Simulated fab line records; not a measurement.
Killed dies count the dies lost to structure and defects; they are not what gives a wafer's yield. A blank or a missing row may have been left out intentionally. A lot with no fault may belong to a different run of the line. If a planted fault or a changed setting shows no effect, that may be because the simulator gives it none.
Code-filled problem report in 8D (eight disciplines) form ; flow sky130 ; the parts of the form that need people (team, actions taken, sign-off) are left out

1. WHAT IS WRONG
Wafers without a fault read 119.02 s, standard deviation 0.22; run length s at SKY_POLY_CUT_SOFTBAKE_04 reads a mean of 123.03 s on 6 wafers belonging to 2 lots. Relative to the usual mean, that is a shift of +18 standard deviations.
The step: time 90 s.
First seen on wafer L576.1, day 26 04:00, on litho track-04. At this step, 39 wafers from 13 lots have a number in the record. Rule for "out", or "out of limits": more than 4 standard deviations from the usual mean. The rest of the wafers with a number are treated as sound.

2. WHAT THIS IS AND IS NOT
question;is;is not
which readings at this step;run length s;-
which lots;L576, L579;L571, L574, L580, L582, L585, L587, L588, L589, L591, L592, L593
which wafers of those lots;all that have a number;-
read on which tools;litho track-04;litho track-01, litho track-03
when;from day 26 04:00;"up to then (6 sound wafers); but 27 sound wafers of L580, L582, L585, L587, L588, L589, L591, L592, L593 came after"

3. SUSPECTS, AND WHAT RULES EACH OUT
Counting: a tool at any process step up to the reading remains a suspect when it ran all the lots that are out and ran no sound lot after the first of those.
- litho track-04 at SKY_POLY_CUT_SOFTBAKE_04 (time 90 s): ruled out as a lasting fault. Following L576 (day 26 04:00), the first lot on it that is out, the sound lots L589, L592, L593 were run on it.
Left after counting: nothing in the record.

4. THE CAUSE (what the simulator had put in)
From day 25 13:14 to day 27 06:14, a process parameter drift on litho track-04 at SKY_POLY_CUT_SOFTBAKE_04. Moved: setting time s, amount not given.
Counting ruled it out, wrongly.

5. SEQUENCE OF EFFECTS, ordered by route
Rows list readings where the struck wafers' mean (over those with a number) sits beyond 3 standard deviations from the usual. Only readings whose record carries a usual standard deviation are examined. hours: median over the lots of the time between each lot's start at the first step of this table that gives one and its start at this step. sigmas: the change, counted in usual standard deviations.
hours;step;reading;usual;on struck wafers;change;sigmas
0;SKY_POLY_CUT_SOFTBAKE_04;run length s;119.02 s;123.03;+4.01;+18
Its process steps:
- SKY_POLY_CUT_SOFTBAKE_04: time 90 s.
At these later measuring or inspecting steps, every struck wafer for which the step has a row has a number for every such reading, and none has moved that far: SKY_SD_P_OVL_MEAS_08.

6. WHAT WOULD HAVE CAUGHT IT SOONER
In this record the first reading out of limits was taken at day 26 04:00, 15 hours after the fault began at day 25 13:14.
